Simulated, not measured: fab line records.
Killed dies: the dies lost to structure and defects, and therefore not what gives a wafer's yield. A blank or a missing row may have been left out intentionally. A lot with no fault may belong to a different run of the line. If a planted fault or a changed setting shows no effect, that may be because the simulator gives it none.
Matching of chambers | flow sky130 | SKY_CONTACT_CMP_27 on cmp-02 has 4 sister chambers
The step polishes, stops on SiO2, t overpolish 15 s, target thk 0 nm. 4 wafers are shown with their chamber, then 12 later ones without.

## WAFERS WITH THEIR CHAMBER
wafer  | chamber | motor-current-A (A)
L082.2 | 1       | 10.6
L088.2 | 2       | 12.9
L088.4 | 3       | 10.9
L088.6 | 0       | 11.0

## WAFERS MISSING THEIR CHAMBER
wafer  | motor-current-A (A)
L090.4 | 10.5
L090.5 | 13.3
L090.6 | 11.5
L091.2 | 10.1
L091.3 | 12.8
L091.6 | 10.0
L094.3 | 10.9
L094.5 | 10.1
L094.6 | 13.0
L095.1 | 13.0
L095.4 | 10.9
L095.5 | 13.4

## WHICH CHAMBER EACH WENT THROUGH
wafer  | from the rows above          | in truth
L090.4 | can't be placed: 1 or 3 or 0 | 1
L090.5 | 2                            | 2
L090.6 | can't be placed: 0 or 3 or 1 | 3
L091.2 | can't be placed: 1 or 3 or 0 | 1
L091.3 | 2                            | 2
L091.6 | can't be placed: 1 or 3 or 0 | 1
L094.3 | can't be placed: 3 or 0 or 1 | 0
L094.5 | can't be placed: 1 or 3 or 0 | 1
L094.6 | 2                            | 2
L095.1 | 2                            | 2
L095.4 | can't be placed: 3 or 0 or 1 | 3
L095.5 | 2                            | 2
Correct placement for 5 of the 12. From these rows, 7 cannot be placed; in 7 the true chamber is one of the candidates. Number placed wrongly: 0.
How it was worked out, from the rows above alone: a wafer's distance from a chamber is the root of the sum, over the readings, of the square of ((its reading less the chamber's mean) divided by the reading's scatter). The wafer belongs to the nearest chamber; if the next one is less than 2 further off, it can't be placed. Each chamber's mean is taken over the wafers shown for it. The scatter: with one shown wafer a chamber, the root of the mean of the squares of how far each hidden wafer lies from its nearest shown one.
